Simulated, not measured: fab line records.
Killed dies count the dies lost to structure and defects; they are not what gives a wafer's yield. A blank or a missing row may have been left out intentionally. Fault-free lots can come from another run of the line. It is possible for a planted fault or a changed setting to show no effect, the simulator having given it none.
Matching of chambers + flow gf180mcu + GF_V5_CMP_04 on cmp-02: 4 sister chambers
The step polishes SiO2. 8 wafers are shown with their chamber, then 7 later ones without.

== EACH WAFER AND ITS CHAMBER ==
| wafer  | chamber | motor current A (A) |
|--------|---------|---------------------|
| L203.6 | 1       | 11.1                |
| L205.1 | 1       | 11.5                |
| L208.1 | 0       | 12.1                |
| L215.1 | 2       | 11.8                |
| L215.3 | 0       | 13.2                |
| L215.5 | 3       | 13.2                |
| L221.1 | 2       | 12.0                |
| L221.5 | 3       | 13.2                |

== WAFERS WITH NO CHAMBER GIVEN ==
| wafer  | motor current A (A) |
|--------|---------------------|
| L221.6 | 12.9                |
| L223.2 | 11.4                |
| L223.4 | 11.6                |
| L223.5 | 14.6                |
| L224.3 | 10.9                |
| L224.4 | 13.0                |
| L224.5 | 11.3                |

== WHICH CHAMBER EACH ONE RAN IN ==
| wafer  | from the rows above          | in truth |
|--------|------------------------------|----------|
| L221.6 | can't be placed: 0 or 3 or 2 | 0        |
| L223.2 | can't be placed: 1 or 2      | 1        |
| L223.4 | can't be placed: 1 or 2 or 0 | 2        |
| L223.5 | can't be placed: 3 or 0      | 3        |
| L224.3 | can't be placed: 1 or 2      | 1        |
| L224.4 | can't be placed: 3 or 0      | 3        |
| L224.5 | can't be placed: 1 or 2      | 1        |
0 of 7 placed correctly. Cannot be placed on the basis of these rows: 7; the candidates contain the true chamber in 7. Placed wrongly: 0.
How it was worked out, from the rows above alone: a wafer's distance from a chamber is the root of the sum, over the readings, of the square of ((its reading less the chamber's mean) divided by the reading's scatter). If the next closest chamber is less than 2 further off than the closest, the wafer can't be placed; otherwise it belongs to the closest. For every chamber, the mean is computed from those of its wafers that are shown. The scatter: take each reading less its chamber's mean, square it, sum over the shown wafers, divide by the number of wafers less the number of chambers, and take the root.
